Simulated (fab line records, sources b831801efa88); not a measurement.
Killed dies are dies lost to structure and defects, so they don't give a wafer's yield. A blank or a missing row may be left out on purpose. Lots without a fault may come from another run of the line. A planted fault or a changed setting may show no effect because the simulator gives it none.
A sampling plan put to the test | flow sky130 | one fab line, 19 faults that these records tell of, each judged on the records of the lots that it struck
The plan is the line's own looks: the steps of the route at which a gauge or an inspection reads the wafer and doesn't change it. A look can be judged if struck wafers have a number there and the file gives its usual mean and standard deviation on fault-free wafers. Caught: at a look after the fault's first step, the mean of the struck wafers lies 4 or more of those standard deviations (sigma) from the usual mean. On the tool: the same test on the tool's own readings at the fault's steps. Another recipe on the struck wafers, or a record that is blank for them alone, also counts as caught.

THE FAULTS, as the simulator had put them in
1. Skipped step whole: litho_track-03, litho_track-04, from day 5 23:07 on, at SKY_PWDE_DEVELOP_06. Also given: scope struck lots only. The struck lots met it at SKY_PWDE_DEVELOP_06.
2. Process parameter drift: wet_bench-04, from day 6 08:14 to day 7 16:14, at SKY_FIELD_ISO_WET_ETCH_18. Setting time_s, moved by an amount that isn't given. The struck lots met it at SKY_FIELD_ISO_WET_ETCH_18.
3. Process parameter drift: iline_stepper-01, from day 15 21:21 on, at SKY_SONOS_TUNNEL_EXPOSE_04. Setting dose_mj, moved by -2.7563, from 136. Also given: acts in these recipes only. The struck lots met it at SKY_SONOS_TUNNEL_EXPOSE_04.
4. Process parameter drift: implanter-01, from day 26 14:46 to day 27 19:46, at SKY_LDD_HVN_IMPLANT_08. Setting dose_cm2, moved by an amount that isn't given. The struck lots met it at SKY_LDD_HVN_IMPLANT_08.
5. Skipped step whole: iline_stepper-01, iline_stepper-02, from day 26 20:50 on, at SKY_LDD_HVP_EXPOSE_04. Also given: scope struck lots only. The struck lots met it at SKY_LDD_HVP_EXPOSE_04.
6. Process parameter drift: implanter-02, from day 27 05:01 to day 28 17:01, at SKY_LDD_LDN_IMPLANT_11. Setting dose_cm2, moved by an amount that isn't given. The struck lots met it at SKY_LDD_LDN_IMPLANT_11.
7. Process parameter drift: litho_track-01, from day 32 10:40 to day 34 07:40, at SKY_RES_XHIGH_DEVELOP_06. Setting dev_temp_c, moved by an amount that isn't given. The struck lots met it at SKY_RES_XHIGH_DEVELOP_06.
8. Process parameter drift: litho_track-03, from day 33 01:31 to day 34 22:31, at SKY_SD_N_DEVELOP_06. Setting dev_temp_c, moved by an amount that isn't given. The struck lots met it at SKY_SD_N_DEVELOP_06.
9. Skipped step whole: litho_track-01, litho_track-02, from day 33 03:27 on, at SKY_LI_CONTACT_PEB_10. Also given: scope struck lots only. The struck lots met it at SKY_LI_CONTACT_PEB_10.
10. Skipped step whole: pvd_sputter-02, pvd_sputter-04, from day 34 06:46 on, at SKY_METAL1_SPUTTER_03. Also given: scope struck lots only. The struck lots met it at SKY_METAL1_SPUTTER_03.
11. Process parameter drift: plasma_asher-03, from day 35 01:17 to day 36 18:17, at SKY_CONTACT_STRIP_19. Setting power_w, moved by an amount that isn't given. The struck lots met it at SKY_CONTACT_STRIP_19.
12. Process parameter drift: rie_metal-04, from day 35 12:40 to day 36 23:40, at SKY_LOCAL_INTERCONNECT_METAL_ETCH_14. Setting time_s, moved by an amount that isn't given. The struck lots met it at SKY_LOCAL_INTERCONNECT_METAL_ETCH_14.
13. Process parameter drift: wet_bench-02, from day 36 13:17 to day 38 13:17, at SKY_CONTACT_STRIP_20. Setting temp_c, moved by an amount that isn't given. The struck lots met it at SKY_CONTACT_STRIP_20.
14. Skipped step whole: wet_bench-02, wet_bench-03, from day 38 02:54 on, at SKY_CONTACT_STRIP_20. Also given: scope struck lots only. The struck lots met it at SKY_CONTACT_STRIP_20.
15. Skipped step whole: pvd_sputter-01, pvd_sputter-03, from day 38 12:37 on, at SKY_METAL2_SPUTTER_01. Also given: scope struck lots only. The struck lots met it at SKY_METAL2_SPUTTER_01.
16. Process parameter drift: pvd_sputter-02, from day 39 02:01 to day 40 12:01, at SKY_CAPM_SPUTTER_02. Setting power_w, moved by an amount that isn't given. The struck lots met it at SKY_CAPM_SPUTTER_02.
17. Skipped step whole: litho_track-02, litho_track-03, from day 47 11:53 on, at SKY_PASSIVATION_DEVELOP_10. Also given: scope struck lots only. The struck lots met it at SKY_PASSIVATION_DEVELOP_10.
18. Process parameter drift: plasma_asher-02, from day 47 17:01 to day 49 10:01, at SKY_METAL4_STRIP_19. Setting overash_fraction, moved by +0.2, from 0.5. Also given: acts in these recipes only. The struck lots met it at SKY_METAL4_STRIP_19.
19. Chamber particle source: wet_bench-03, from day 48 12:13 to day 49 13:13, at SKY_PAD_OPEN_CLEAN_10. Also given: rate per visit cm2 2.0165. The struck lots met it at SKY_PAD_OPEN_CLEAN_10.

WHAT THE PLAN SAW
fault | on the tool itself                               | first look that catches it                      | reading, sigma | median hours from its first step to that look | hours from the fault's start to the first struck lot there | judged looks passed uncaught
1     | the tool's record is blank for the struck wafers | not the one look that can be judged after it    | -              | -                                             | -                                                          | 1
2     | run_length_s +64 sigma                           | none of the 2 looks that can be judged after it | -              | -                                             | -                                                          | 2
3     | exposure_dose_mJ_cm2 -18 sigma                   | not the one look that can be judged after it    | -              | -                                             | -                                                          | 1
4     | dose_ions_cm2 +14 sigma                          | no look after it can be judged                  | -              | -                                             | -                                                          | 0
5     | no reading that can be judged                    | none of the 2 looks that can be judged after it | -              | -                                             | -                                                          | 2
6     | dose_ions_cm2 +19 sigma                          | not the one look that can be judged after it    | -              | -                                             | -                                                          | 1
7     | developer_temp_C -8.2 sigma                      | not the one look that can be judged after it    | -              | -                                             | -                                                          | 1
8     | developer_temp_C -8.3 sigma                      | not the one look that can be judged after it    | -              | -                                             | -                                                          | 1
9     | no reading that can be judged                    | no look after it can be judged                  | -              | -                                             | -                                                          | 0
10    | the tool's record is blank for the struck wafers | no look after it can be judged                  | -              | -                                             | -                                                          | 0
11    | strip_time_to_endpoint_s +4.8 sigma              | no look after it can be judged                  | -              | -                                             | -                                                          | 0
12    | oes_product_au -5.0 sigma                        | no look after it can be judged                  | -              | -                                             | -                                                          | 0
13    | temp_c +31 sigma                                 | no look after it can be judged                  | -              | -                                             | -                                                          | 0
14    | the tool's record is blank for the struck wafers | no look after it can be judged                  | -              | -                                             | -                                                          | 0
15    | the tool's record is blank for the struck wafers | no look after it can be judged                  | -              | -                                             | -                                                          | 0
16    | cathode_dc_power_W +99 or beyond sigma           | no look after it can be judged                  | -              | -                                             | -                                                          | 0
17    | the tool's record is blank for the struck wafers | no look after it can be judged                  | -              | -                                             | -                                                          | 0
18    | under 2 sigma                                    | no look after it can be judged                  | -              | -                                             | -                                                          | 0
19    | no reading that can be judged                    | no look after it can be judged                  | -              | -                                             | -                                                          | 0
A dash: the fault isn't caught, or these records don't give the number.

Caught at a look: 0 of 19. Caught on the tool: 15 of 19. By one or the other: 15 of 19.
Caught on the tool alone: faults 1, 2, 3, 4, 6, 7, 8, 10, 11, 12, 13, 14, 15, 16, 17.
Caught by neither: faults 5, 9, 18, 19.
